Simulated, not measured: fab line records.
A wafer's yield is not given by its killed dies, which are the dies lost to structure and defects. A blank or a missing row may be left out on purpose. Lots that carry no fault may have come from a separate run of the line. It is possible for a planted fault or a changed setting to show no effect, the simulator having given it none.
fab line records	flow sky130
record lots=5	wafers=15	lastDay=50
route steps=708 shown VIA3@596 METAL4@598 CAP2M@603
lots with no fault: from the same line, run without faults
startH: hours from the record's opening day to when the first of the lot's shown wafers began	waitH: time in hours since the lot's previous step	" same as the row above	L1.1+2: a row that stands for several wafers	- no value, or no start was given	* or withheld: withheld	< > ~ a bound
route shown NAME@n: names a module that has steps shown in the file, with the first one's number in the route	usual: mean/standard deviation of fault-free wafers	same: alike in all rows	chamber/n: place in a boat	sites: per-site readings	_std_site: standard deviation across them	_edge_site: mean of outer sites minus mean of inner sites	radiusMm: how far each site lies from the wafer's centre	mask NAME#n: copy n	behind: tool/chamber where the wafer was last shaped	hold: why the lot was held/for how many hours/how that ended	device: which transistor (n, p or np) failed to switch	end of line: the tests these same wafers got at the end of their route	a step given without rows: its recipe and nothing more	killed: dies lost to structure and defects at the first sort, not the wafer's yield	map: dies across one wafer; x = killed, . = not, _ = none there
set.NAME: setting as actually run; set.NAME@STEP: the setting as run at that earlier step	model.NAME: the simulator's own value behind a step, which no gauge read
a table for each step, a row for each wafer; lots at some steps of the route
services: the hour from which a tool's chamber was out of use, counted from the record's first day as startH (under 0 if before that day), plus the number of hours and why
## steps
# step SKY_VIA3_THK_MEAS_23
# recipe thkMeasGauge=xrf	reads=W_of_VIA3_CVD_21
# usual VIA3_W_THK=392/6.7
lot.wafer	tool	chamber	startH	waitH	VIA3_W_THK[nm]
L074.1	filmMetro-03	-	927.61	0.1	394
L074.3	"	-	"	"	399
L074.4	"	-	"	"	393
L077.1	filmMetro-02	-	945.70	0.1	389
L077.2	"	-	"	"	388
L077.3	"	-	"	"	388
L085.1	filmMetro-01	-	1016.17	0.1	393
L085.3	"	-	"	"	386
L085.6	"	-	"	"	391
L089.1	filmMetro-01	-	1047.50	0.1	403
L089.2	"	-	"	"	388
L089.4	"	-	"	"	389
L096.2	filmMetro-02	-	1080.41	0.1	387
L096.5	"	-	"	"	389
L096.6	"	-	"	"	393
# step SKY_VIA3_CMP_24
# recipe stopOn=SiO2	tOverpolishS=20	downForcePsi=3.5	platenRpm=60	targetThkNm=0	padVelocityMS=0.94248
# usual motorCurrentA=11.0/1.2	overpolishRunS=20.000/0.0092	slurryFlowMlMin=149.9/0.48	timeToEndpointS=93/3.9
lot.wafer	tool	chamber	startH	waitH	motorCurrentA	overpolishRunS	slurryFlowMlMin	timeToEndpointS
L074.4	cmp-01	3	927.67	0.0	10.7	20.006	149.7	96
L074.1	"	0	"	"	10.1	20.011	149.8	95
L074.3	"	1	"	"	12.6	20.012	149.9	94
L077.1	cmp-01	1	945.76	0.1	12.5	20.009	149.5	89
L077.3	"	2	"	"	10.4	20.008	149.8	93
L077.2	"	3	"	"	10.3	20.014	149.8	96
L085.1	cmp-01	0	1017.11	0.9	9.9	19.991	150.7	102
L085.3	"	1	"	"	12.9	19.988	150.0	93
L085.6	"	3	"	"	10.5	20.005	150.1	96
L089.1	cmp-02	0	1047.56	0.1	9.4	19.988	149.5	96
L089.2	"	2	"	"	12.4	19.989	149.9	90
L089.4	"	3	"	"	12.1	20.015	149.7	87
L096.2	cmp-02	2	1080.61	0.2	12.0	19.997	150.1	87
L096.6	"	3	"	"	12.5	19.997	150.9	85
L096.5	"	0	"	"	9.7	20.009	150.8	89
# step SKY_METAL4_SPUTTER_00
# recipe material=Ti	targetThkNm=15	powerW=3000	timeS=10	chamberPressurePa=0.4
# usual throttleValvePct=30.9/1.1
lot.wafer	tool	chamber	startH	waitH	throttleValvePct
L074.1	pvdSputter-03	-	927.97	0.2	31.5
L074.3	"	-	"	"	31.6
L074.4	"	-	"	"	31.4
L077.1	pvdSputter-03	-	946.06	0.2	31.9
L077.2	"	-	"	"	31.6
L077.3	"	-	"	"	31.2
L085.1	pvdSputter-03	-	1017.31	0.1	32.0
L085.3	"	-	"	"	31.4
L085.6	"	-	"	"	31.2
L089.1	pvdSputter-01	-	1047.86	0.2	32.0
L089.2	"	-	"	"	31.2
L089.4	"	-	"	"	29.8
L096.2	pvdSputter-01	-	1080.76	0.1	29.5
L096.5	"	-	"	"	30.4
L096.6	"	-	"	"	29.6
# step SKY_METAL4_SPUTTER_01
# recipe material=TiN	targetThkNm=20	powerW=6500	timeS=16.7	chamberPressurePa=0.4
# usual throttleValvePct=30.9/1.1
lot.wafer	tool	chamber	startH	waitH	throttleValvePct
L074.1	pvdSputter-03	-	927.99	0.0	31.5
L074.3	"	-	"	"	31.3
L074.4	"	-	"	"	31.1
L077.1	pvdSputter-03	-	946.09	0.0	31.8
L077.2	"	-	"	"	31.1
L077.3	"	-	"	"	31.8
L085.1	pvdSputter-03	-	1017.33	0.0	32.1
L085.3	"	-	"	"	31.5
L085.6	"	-	"	"	31.3
L089.1	pvdSputter-01	-	1047.88	0.0	32.4
L089.2	"	-	"	"	31.3
L089.4	"	-	"	"	29.5
L096.2	pvdSputter-01	-	1080.78	0.0	29.8
L096.5	"	-	"	"	30.7
L096.6	"	-	"	"	29.4
# step SKY_METAL4_SPUTTER_02
# recipe material=AlCu	targetThkNm=735	powerW=10600	timeS=39.1	chamberPressurePa=0.4
# usual throttleValvePct=30.9/1.1
lot.wafer	tool	chamber	startH	waitH	throttleValvePct
L074.1	pvdSputter-03	-	928.02	0.0	31.5
L074.3	"	-	"	"	31.6
L074.4	"	-	"	"	31.1
L077.1	pvdSputter-03	-	946.11	0.0	31.6
L077.2	"	-	"	"	31.2
L077.3	"	-	"	"	31.5
L085.1	pvdSputter-03	-	1017.36	0.0	32.2
L085.3	"	-	"	"	31.4
L085.6	"	-	"	"	31.3
L089.1	pvdSputter-01	-	1047.91	0.0	32.6
L089.2	"	-	"	"	31.6
L089.4	"	-	"	"	29.8
L096.2	pvdSputter-01	-	1080.81	0.0	29.6
L096.5	"	-	"	"	30.3
L096.6	"	-	"	"	29.6
# step SKY_METAL4_SPUTTER_03
# recipe material=Ti	targetThkNm=5	powerW=3000	timeS=3.3	chamberPressurePa=0.4
# usual throttleValvePct=30.9/1.1
lot.wafer	tool	chamber	startH	waitH	throttleValvePct
L074.1	pvdSputter-03	-	928.06	0.0	31.8
L074.3	"	-	"	"	31.7
L074.4	"	-	"	"	31.0
L077.1	pvdSputter-03	-	946.15	0.0	31.6
L077.2	"	-	"	"	31.3
L077.3	"	-	"	"	31.4
L085.1	pvdSputter-03	-	1017.40	0.0	32.2
L085.3	"	-	"	"	31.0
L085.6	"	-	"	"	31.3
L089.1	pvdSputter-01	-	1047.94	0.0	32.2
L089.2	"	-	"	"	31.1
L089.4	"	-	"	"	29.5
L096.2	pvdSputter-01	-	1080.85	0.0	29.5
L096.5	"	-	"	"	30.6
L096.6	"	-	"	"	29.5
# step SKY_METAL4_SPUTTER_04
# recipe material=TiN	targetThkNm=70	powerW=6500	timeS=58.3	chamberPressurePa=0.4
# usual throttleValvePct=30.9/1.1
lot.wafer	tool	chamber	startH	waitH	throttleValvePct
L074.1	pvdSputter-03	-	928.08	0.0	31.6
L074.3	"	-	"	"	31.4
L074.4	"	-	"	"	31.4
L077.1	pvdSputter-03	-	946.17	0.0	31.7
L077.2	"	-	"	"	31.2
L077.3	"	-	"	"	31.6
L085.1	pvdSputter-03	-	1017.42	0.0	32.2
L085.3	"	-	"	"	31.2
L085.6	"	-	"	"	31.2
L089.1	pvdSputter-01	-	1047.96	0.0	32.4
L089.2	"	-	"	"	31.5
L089.4	"	-	"	"	29.8
L096.2	pvdSputter-01	-	1080.86	0.0	29.6
L096.5	"	-	"	"	30.7
L096.6	"	-	"	"	29.7
# step SKY_CAP2M_CVD_00
# recipe material=SiO2	targetThkNm=15.5	tempC=400	timeS=withheld	rfW=450
# usual heaterPowerW=703/110	susceptorTempC=399.98/0.23
lot.wafer	tool	chamber	startH	waitH	heaterPowerW	susceptorTempC
L074.1	pecvd-01	2	928.12	0.0	685	399.97
L074.3	"	0	"	"	927	400.15
L074.4	"	2	"	"	701	399.81
L077.1	pecvd-01	0	946.22	0.0	1010	400.55
L077.2	"	1	"	"	566	400.00
L077.3	"	2	"	"	651	399.76
L085.1	pecvd-03	0	1017.46	0.0	706	399.63
L085.3	"	2	"	"	631	400.25
L085.6	"	1	"	"	703	400.00
L089.1	pecvd-01	2	1048.01	0.0	672	399.87
L089.2	"	0	"	"	928	399.73
L089.4	"	1	"	"	633	400.06
L096.2	pecvd-03	1	1080.91	0.0	734	400.20
L096.5	"	2	"	"	608	399.88
L096.6	"	1	"	"	756	400.23
# step SKY_CAP2M_THK_MEAS_01
# recipe reads=SiO2_of_CAP2M_CVD_00
# usual CAP2M_CVD_00_THK=15.60/0.23
lot.wafer	tool	chamber	startH	waitH	CAP2M_CVD_00_THK[nm]
L074.1	filmMetro-03	-	928.15	-	15.53
L074.3	"	-	"	"	15.61
L074.4	"	-	"	"	15.86
L077.1	filmMetro-01	-	946.24	-	15.34
L077.2	"	-	"	"	15.13
L077.3	"	-	"	"	15.30
L085.1	filmMetro-01	-	1017.49	-	15.51
L085.3	"	-	"	"	15.38
L085.6	"	-	"	"	15.63
L089.1	filmMetro-01	-	1048.03	-	15.50
L089.2	"	-	"	"	15.32
L089.4	"	-	"	"	15.68
L096.2	filmMetro-01	-	1080.95	-	15.78
L096.5	"	-	"	"	15.58
L096.6	"	-	"	"	15.79
# step SKY_CAP2M_SPUTTER_02
# recipe material=TiN	targetThkNm=200	tempC=300	powerW=6500	timeS=166.7	chamberPressurePa=0.4
# usual susceptorTempC=300.00/0.21	throttleValvePct=30.0/1.5
lot.wafer	tool	chamber	startH	waitH	susceptorTempC	throttleValvePct
L074.1	pvdSputter-04	-	928.21	0.1	300.35	32.2
L074.3	"	-	"	"	299.90	28.4
L074.4	"	-	"	"	299.72	29.3
L077.1	pvdSputter-02	-	946.30	0.1	299.66	28.7
L077.2	"	-	"	"	300.10	29.2
L077.3	"	-	"	"	300.01	28.5
L085.1	pvdSputter-02	-	1017.55	0.1	300.05	30.8
L085.3	"	-	"	"	300.15	29.2
L085.6	"	-	"	"	299.88	28.6
L089.1	pvdSputter-03	-	1048.09	0.1	299.86	32.2
L089.2	"	-	"	"	299.65	31.4
L089.4	"	-	"	"	300.43	31.5
L096.2	pvdSputter-04	-	1081.00	0.0	299.78	28.7
L096.5	"	-	"	"	299.72	31.9
L096.6	"	-	"	"	299.97	28.6
# step SKY_CAP2M_RS_MEAS_03
# recipe thkMeasGauge=four-point-probe	reads=TiN_of_CAP2M_SPUTTER_02
# usual CAP2M_TIN_RS=6.87/0.072
lot.wafer	tool	chamber	startH	waitH	CAP2M_TIN_RS[ohm/sq]
L074.1	filmMetro-04	-	928.32	0.1	6.95
L074.3	"	-	"	"	6.86
L074.4	"	-	"	"	6.89
L077.1	filmMetro-01	-	946.41	0.1	6.89
L077.2	"	-	"	"	6.85
L077.3	"	-	"	"	6.91
L085.1	filmMetro-03	-	1017.66	0.1	6.92
L085.3	"	-	"	"	6.84
L085.6	"	-	"	"	6.90
L089.1	filmMetro-01	-	1048.20	0.1	6.85
L089.2	"	-	"	"	6.94
L089.4	"	-	"	"	6.83
L096.2	filmMetro-03	-	1081.12	0.1	6.96
L096.5	"	-	"	"	6.83
L096.6	"	-	"	"	6.82
# step SKY_CAP2M_THK_MEAS_04
# recipe thkMeasGauge=xrf	reads=TiN_of_CAP2M_SPUTTER_02
# usual CAP2M_TIN_THK=198.5/2.3
lot.wafer	tool	chamber	startH	waitH	CAP2M_TIN_THK[nm]
L074.1	filmMetro-04	-	928.44	0.1	194.3
L074.3	"	-	"	"	196.8
L074.4	"	-	"	"	195.8
L077.1	filmMetro-01	-	946.53	0.1	197.6
L077.2	"	-	"	"	198.8
L077.3	"	-	"	"	197.4
L085.1	filmMetro-03	-	1017.78	0.1	198.6
L085.3	"	-	"	"	201.2
L085.6	"	-	"	"	199.4
L089.1	filmMetro-01	-	1048.32	0.1	199.7
L089.2	"	-	"	"	196.2
L089.4	"	-	"	"	199.4
L096.2	filmMetro-03	-	1081.23	0.1	197.3
L096.5	"	-	"	"	201.9
L096.6	"	-	"	"	202.0
# step SKY_CAP2M_DEHYDRATE_05
# recipe tempC=200	timeS=60
lot.wafer	tool	chamber	startH	waitH
L074.1+3+4	lithoTrack-02	0	939.50	11.1
L077.1+2+3	lithoTrack-01	0	957.71	11.2
L085.1+3+6	lithoTrack-04	0	1028.81	11.0
L089.1+2+4	lithoTrack-04	0	1058.36	10.0
L096.2+5+6	lithoTrack-04	0	1090.83	9.6
# step SKY_CAP2M_HMDS_06
# recipe primeTimeS=60	primeTempC=120
lot.wafer	tool	chamber	startH	waitH
L074.1+3+4	lithoTrack-02	0	939.65	0.1
L077.1+2+3	lithoTrack-01	0	957.86	0.1
L085.1+3+6	lithoTrack-04	0	1028.96	0.1
L089.1+2+4	lithoTrack-04	0	1058.51	0.1
L096.2+5+6	lithoTrack-04	0	1090.98	0.1
# step SKY_CAP2M_COAT_07
# recipe resist=NOVOLAK	spinRpm=3000	resistThkNm=1140
lot.wafer	tool	chamber	startH	waitH
L074.1+3+4	lithoTrack-02	0	939.80	0.1
L077.1+2+3	lithoTrack-01	0	958.01	0.1
L085.1+3+6	lithoTrack-04	0	1029.11	0.1
L089.1+2+4	lithoTrack-04	0	1058.66	0.1
L096.2+5+6	lithoTrack-04	0	1091.13	0.1
# step SKY_CAP2M_SOFTBAKE_08
# recipe tempC=90	timeS=60	resist=NOVOLAK
lot.wafer	tool	chamber	startH	waitH
L074.1+3+4	lithoTrack-02	0	939.95	0.1
L077.1+2+3	lithoTrack-01	0	958.16	0.1
L085.1+3+6	lithoTrack-04	0	1029.26	0.1
L089.1+2+4	lithoTrack-04	0	1058.81	0.1
L096.2+5+6	lithoTrack-04	0	1091.28	0.1
# step SKY_CAP2M_EXPOSE_09
# recipe maskId=CAP2M	na=0.6	sourceShape=conventional	sigmaOuter=0.6	polarization=unpolarized	targetCdNm=1000	doseMj=159
# usual stageVelMmS=500.00/0.25
lot.wafer	tool	chamber	startH	waitH	mask	stageVelMmS
L074.1	ilineStepper-01	0	-	-	CAP2M#0	500.03
L074.3	"	0	"	"	CAP2M#0	500.42
L074.4	"	0	"	"	CAP2M#0	500.18
L077.1	ilineStepper-02	0	-	-	CAP2M#0	499.76
L077.2	"	0	"	"	CAP2M#0	499.99
L077.3	"	0	"	"	CAP2M#0	499.75
L085.1	ilineStepper-01	0	-	-	CAP2M#0	499.87
L085.3	"	0	"	"	CAP2M#0	500.11
L085.6	"	0	"	"	CAP2M#0	499.84
L089.1	ilineStepper-02	0	-	-	CAP2M#0	499.69
L089.2	"	0	"	"	CAP2M#0	500.24
L089.4	"	0	"	"	CAP2M#0	500.10
L096.2	ilineStepper-01	0	-	-	CAP2M#0	500.11
L096.5	"	0	"	"	CAP2M#0	499.89
L096.6	"	0	"	"	CAP2M#0	500.17
# step SKY_CAP2M_PEB_10
# recipe tempC=withheld	timeS=*	resist=NOVOLAK
lot.wafer	tool	chamber	startH	waitH
L074.1+3+4	lithoTrack-04	0	-	-
L077.1+2+3	lithoTrack-02	0	-	-
L085.1+3+6	lithoTrack-01	0	-	-
L089.1+2+4	lithoTrack-04	0	-	-
L096.2+5+6	lithoTrack-01	0	-	-
# step SKY_CAP2M_DEVELOP_11
# recipe resist=NOVOLAK	developer=TMAH	developTimeS=60	devTempC=23
lot.wafer	tool	chamber	startH	waitH
L074.1+3+4	lithoTrack-04	0	952.26	0.1
L077.1+2+3	lithoTrack-02	0	970.05	0.1
L085.1+3+6	lithoTrack-01	0	1039.61	0.1
L089.1+2+4	lithoTrack-04	0	1069.66	0.1
L096.2+5+6	lithoTrack-01	0	1101.74	0.1
# step SKY_CAP2M_OVL_MEAS_12
# usual CAP2M_OVL=-0.5/1.4
lot.wafer	tool	chamber	startH	waitH	CAP2M_OVL[nm]
L074.1	overlay-01	-	952.41	0.1	0.0
L074.3	"	-	"	"	-1.7
L074.4	"	-	"	"	-1.4
L077.1	overlay-01	-	970.20	0.1	1.0
L077.2	"	-	"	"	0.5
L077.3	"	-	"	"	-0.4
L085.1	overlay-02	-	1039.76	0.1	0.1
L085.3	"	-	"	"	0.3
L085.6	"	-	"	"	-1.2
L089.1	overlay-01	-	1069.81	0.1	-1.3
L089.2	"	-	"	"	-1.9
L089.4	"	-	"	"	-1.4
L096.2	overlay-02	-	1101.87	0.1	-2.4
L096.5	"	-	"	"	0.5
L096.6	"	-	"	"	-4.1
# step SKY_CAP2M_METAL_ETCH_13
# recipe targetDepthNm=220	stopOn=SiO2	chemistry=Cl2/BCl3	target=TiN	pressureMtorr=10	icpW=900	biasW=48.5	Cl2_flow_sccm=60	bcl3FlowSccm=30	timeS=62.9
# usual drypumpMotorCurrentA=6.1/0.39	oesProductAu=0.944/0.0071	throttleValvePct=21.899/0.011
lot.wafer	tool	chamber	startH	waitH	drypumpMotorCurrentA	oesProductAu	rfHoursCounterH	throttleValvePct
L074.1	rieMetal-01	1	952.44	0.0	6.0	0.938	9	21.908
L074.3	"	1	"	"	6.0	0.946	-	21.897
L074.4	"	0	"	"	6.2	0.937	-	21.911
L077.1	rieMetal-01	1	970.24	0.0	6.0	0.949	10	21.898
L077.2	"	0	"	"	6.2	0.951	14	21.900
L077.3	"	0	"	"	6.2	0.945	-	21.903
L085.1	rieMetal-04	1	1039.80	0.0	6.6	0.937	9	21.906
L085.3	"	0	"	"	5.7	0.947	-	21.911
L085.6	"	0	"	"	5.7	0.947	-	21.898
L089.1	rieMetal-01	0	1069.84	0.0	6.2	0.947	19	21.886
L089.2	"	1	"	"	5.9	0.940	16	21.901
L089.4	"	1	"	"	5.9	0.945	-	21.902
L096.2	rieMetal-04	1	1101.90	0.0	6.5	0.938	13	21.914
L096.5	"	1	"	"	6.5	0.941	-	21.904
L096.6	"	0	"	"	5.7	0.952	-	21.889
# step SKY_CAP2M_STRIP_14
# recipe chemistry=O2/N2	powerW=1400	pressureMtorr=1500	platenTempC=withheld	o2FlowSccm=3000	n2FlowSccm=300	overashFraction=0.5
# usual drypumpMotorCurrentA=5.5/0.49	n2FlowSccm=300.0/0.91	oesProductAu=0.710/0.0048	stripTimeToEndpointS=12.65/0.048
lot.wafer	tool	chamber	startH	waitH	drypumpMotorCurrentA	n2FlowSccm	oesProductAu	rfHoursCounterH	stripTimeToEndpointS
L074.1	plasmaAsher-03	1	952.52	0.1	5.4	300.7	0.715	20	12.60
L074.3	"	1	"	"	5.4	299.8	0.717	-	12.67
L074.4	"	0	"	"	6.4	300.5	0.710	-	12.57
L077.1	plasmaAsher-01	0	970.31	0.1	5.2	300.1	0.719	51	12.69
L077.2	"	1	"	"	5.4	301.1	0.712	51	12.66
L077.3	"	0	"	"	5.2	301.8	0.709	-	12.63
L085.1	plasmaAsher-02	1	1039.90	0.1	5.6	300.3	0.708	123	12.72
L085.3	"	0	"	"	4.9	300.7	0.701	-	12.72
L085.6	"	0	"	"	4.9	300.2	0.709	-	12.67
L089.1	plasmaAsher-02	0	1069.95	0.1	4.9	301.6	0.709	1	12.69
L089.2	"	1	"	"	5.6	299.1	0.709	1	12.71
L089.4	"	0	"	"	4.9	300.9	0.704	-	12.77
L096.2	plasmaAsher-01	0	1101.97	0.1	5.2	300.2	0.712	61	12.62
L096.5	"	0	"	"	5.2	300.7	0.706	-	12.61
L096.6	"	1	"	"	5.5	299.4	0.710	-	12.62
# step SKY_CAP2M_STRIP_15
# recipe chemistry=postEtchResidueRemover	timeS=1200	tempC=72.5
# usual bathGuardTempC=72.5/0.48
lot.wafer	tool	chamber	startH	waitH	bathGuardTempC
L074.1	wetBench-02	0	952.62	0.1	72.5
L074.3	"	0	"	"	73.0
L074.4	"	0	"	"	72.8
L077.1	wetBench-04	0	970.41	0.1	72.4
L077.2	"	0	"	"	72.7
L077.3	"	0	"	"	72.3
L085.1	wetBench-01	2	1040.00	0.1	72.5
L085.3	"	2	"	"	72.5
L085.6	"	2	"	"	72.5
L089.1	wetBench-04	3	1070.05	0.1	73.4
L089.2	"	3	"	"	72.6
L089.4	"	3	"	"	73.2
L096.2	wetBench-04	3	1102.07	0.1	73.1
L096.5	"	3	"	"	72.9
L096.6	"	3	"	"	72.9
# step SKY_CAP2M_CLEAN_16
# recipe chemistry=IPA	timeS=180	tempC=25
lot.wafer	tool	chamber	startH	waitH
L074.1+3+4	wetBench-01	0	952.96	0.0
L077.1+2+3	wetBench-01	3	970.76	0.0
L085.1+3+6	wetBench-02	0	1040.34	0.0
L089.1+2+4	wetBench-01	1	1070.39	0.0
L096.2+5+6	wetBench-01	0	1102.42	0.0
# step SKY_CAP2M_CLEAN_17
# recipe chemistry=O3/DIW	dry=n2Spin
lot.wafer	tool	chamber	startH	waitH
L074.1+3+4	wetBench-04	3	953.03	0.0
L077.1+2+3	wetBench-02	0	970.81	0.0
L085.1+3+6	wetBench-02	2	1040.40	0.0
L089.1+2+4	wetBench-04	0	1070.45	0.0
L096.2+5+6	wetBench-04	2	1102.47	0.0
# step SKY_METAL4_DEHYDRATE_05
# recipe tempC=200	timeS=60
lot.wafer	tool	chamber	startH	waitH
L074.1+3+4	lithoTrack-01	0	964.11	11.0
L077.1+2+3	lithoTrack-01	0	982.66	11.8
L085.1+3+6	lithoTrack-01	0	1050.86	10.4
L089.1+2+4	lithoTrack-01	0	1080.66	10.1
L096.2+5+6	lithoTrack-01	0	1111.49	8.9
# step SKY_METAL4_HMDS_06
# recipe primeTimeS=60	primeTempC=120
lot.wafer	tool	chamber	startH	waitH
L074.1+3+4	lithoTrack-01	0	964.26	0.1
L077.1+2+3	lithoTrack-01	0	982.81	0.1
L085.1+3+6	lithoTrack-01	0	1051.01	0.1
L089.1+2+4	lithoTrack-01	0	1080.81	0.1
L096.2+5+6	lithoTrack-01	0	1111.64	0.1
# step SKY_METAL4_COAT_07
# recipe resist=BARC	tempC=withheld	timeS=withheld	spinRpm=3000	resistThkNm=60
lot.wafer	tool	chamber	startH	waitH
L074.1+3+4	lithoTrack-01	0	964.41	0.1
L077.1+2+3	lithoTrack-01	0	982.96	0.1
L085.1+3+6	lithoTrack-01	0	1051.16	0.1
L089.1+2+4	lithoTrack-01	0	1080.96	0.1
L096.2+5+6	lithoTrack-01	0	1111.79	0.1
# step SKY_METAL4_COAT_08
# recipe resist=KrF-thick	spinRpm=3000	resistThkNm=1140
lot.wafer	tool	chamber	startH	waitH
L074.1+3+4	lithoTrack-01	0	-	-
L077.1+2+3	lithoTrack-01	0	-	-
L085.1+3+6	lithoTrack-01	0	-	-
L089.1+2+4	lithoTrack-01	0	-	-
L096.2+5+6	lithoTrack-01	0	-	-
## services
tool	chamber	startH	hours	kind
cmp-01	-	905.01	0.5	repair
pvdSputter-04	-	909.22	0.7	repair
cmp-02	-	912.23	4.0	pm
cmp-02	-	913.34	1.3	repair
wetBench-04	-	922.18	2.4	repair
ilineStepper-02	-	927.48	0.8	repair
rieMetal-04	0	929.84	6.6	repair
pecvd-03	2	938.08	21.6	repair
pvdSputter-01	-	950.17	5.7	repair
plasmaAsher-02	-	959.31	0.7	repair
plasmaAsher-02	-	965.14	0.4	repair
plasmaAsher-01	-	966.48	3.2	repair
pvdSputter-01	-	971.69	7.0	repair
pecvd-01	2	972.08	23.6	repair
plasmaAsher-02	-	974.33	7.7	pm
ilineStepper-01	-	979.70	1.7	pm
plasmaAsher-02	-	988.45	8.2	repair
pvdSputter-01	-	994.80	1.1	repair
cmp-01	-	1012.96	3.1	repair
cmp-01	-	1021.64	4.3	repair
rieMetal-01	0	1026.41	19.1	repair
ilineStepper-01	-	1054.35	3.7	repair
cmp-01	-	1084.34	4.0	pm
pecvd-01	2	1098.55	6.4	repair
## key
fault none
